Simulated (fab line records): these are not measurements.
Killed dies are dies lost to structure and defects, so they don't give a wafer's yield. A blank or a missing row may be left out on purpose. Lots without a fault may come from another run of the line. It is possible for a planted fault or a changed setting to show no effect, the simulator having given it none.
A struck lot beside a sound one	flow sky130	17 steps out of a route of 708
Sound: wafers L537.1, L537.2, L537.3. Struck: wafers L530.1, L530.2, L530.6. Last of all comes the cause.
At each step with rows: each side's tool, then ch and its chambers, then its first start. Under that, the readings that differ: sound wafers	struck wafers	difference of the means	sigmas: that difference in standard deviations of wafers without a fault.
alike: words and numbers the same on both sides, and readings whose means are apart by under 2 such deviations; not compared: readings that were withheld, readings missing a value for some wafer, numbers with overlapping values and no deviation given by the record, and bounds like >300 which may hide the same value.
The two part at a step that has a row with sigmas, a row that says differs or no value, or rows on one side only. Numbers that have no deviation but don't overlap get no sigmas and don't part them. Lack of a reading on every wafer of one side parts them only where that side has two or more wafers.

SKY_LDD_P_OVL_MEAS_08:
  struck on overlay-01, day 21 22:17; sound on overlay-02, day 24 02:10
reading	sound	struck	difference	sigmas
LDD_P_OVL (nm)	-0.5 1.5 1.4	-1.0 -2.6 -3.2	-3.1	-2
next, for these wafers, 1 step has no rows: SKY_LDD_P_IMPLANT_09.
SKY_LDD_P_STRIP_10: strips in O2/N2.
  sound on plasma_asher-02 ch 0,1, day 24 02:22; struck on plasma_asher-03 ch 0,1, day 21 22:28
  alike: drypump_motor_current_A, oes_product_au, strip_time_to_endpoint_s
  not compared: rf_hours_counter_h
SKY_LDD_P_TW_MEAS_11:
  struck on film_metro-03, day 21 22:34; sound on film_metro-01, day 24 02:28
  alike: LDD_P_TW
then, 7 steps without rows for these wafers: SKY_LDD_HVN_DEHYDRATE_00 (time 60 s); SKY_LDD_HVN_HMDS_01 (prime time 60 s); SKY_LDD_HVN_COAT_02 (resist thk 300 nm); SKY_LDD_HVN_SOFTBAKE_03 (time 60 s); SKY_LDD_HVN_EXPOSE_04 (exposes mask HVNTM, target cd 700 nm); SKY_LDD_HVN_PEB_05; SKY_LDD_HVN_DEVELOP_06 (develop time 60 s).
SKY_LDD_HVN_OVL_MEAS_07:
  struck on overlay-02, day 23 05:22; sound on overlay-01, day 25 08:22
  alike: LDD_HVN_OVL
SKY_LDD_HVN_IMPLANT_08:
  sound on implanter-01 ch 0, day 25 08:24; struck on implanter-02 ch 0, day 23 05:25
reading	sound	struck	difference	sigmas
dose_ions_cm2	2.998e+13 3.002e+13 2.994e+13	3.457e+13 3.461e+13 3.465e+13	+4.630e+12	+99 or more
faraday_current_uA	167 169 172	193 198 190	+24	+7
  alike: tilt_deg
SKY_LDD_HVN_STRIP_09: strips in O2/N2.
  sound on plasma_asher-04 ch 0,1, day 25 08:33; struck on plasma_asher-04 ch 0,1, day 23 05:34
  alike: drypump_motor_current_A, oes_product_au, strip_time_to_endpoint_s
  not compared: rf_hours_counter_h
SKY_LDD_HVN_TW_MEAS_10:
  struck on film_metro-02, day 23 05:40; sound on film_metro-01, day 25 08:39
reading	sound	struck	difference	sigmas
LDD_HVN_TW	1426 1442 1427	1529 1515 1523	+91	+9
then, 1 step without rows for these wafers: SKY_LDD_HVP_DEHYDRATE_00 (time 60 s).
-- the record jumps here: 25 days lie between the struck wafers' starts before and after (it left off in module LDD_HVP and takes up again in module PAD_OPEN, whose first step shown is number 708 of the route) --
SKY_PAD_OPEN_PROBE_99:
  struck on prober-02, day 47 19:22; sound on prober-01, day 49 07:46
reading	sound	struck	difference	sigmas
model.etest.tip_n_5v.rs_ohm_sq	1413 1408 1423	1256 1253 1260	-158	
  alike: killed_at_M0_to_M3, killed_at_M4_up, killed_at_contacts, killed_at_front_end, killed_at_other, killed_dies, killed_open, killed_short

WHERE THEY PART
Last at SKY_LDD_HVN_TW_MEAS_10 as far as this record goes, first at SKY_LDD_P_OVL_MEAS_08. Later steps at which nothing parts them and some readings are alike: SKY_PAD_OPEN_PROBE_99.

WHY: what the simulator had put in
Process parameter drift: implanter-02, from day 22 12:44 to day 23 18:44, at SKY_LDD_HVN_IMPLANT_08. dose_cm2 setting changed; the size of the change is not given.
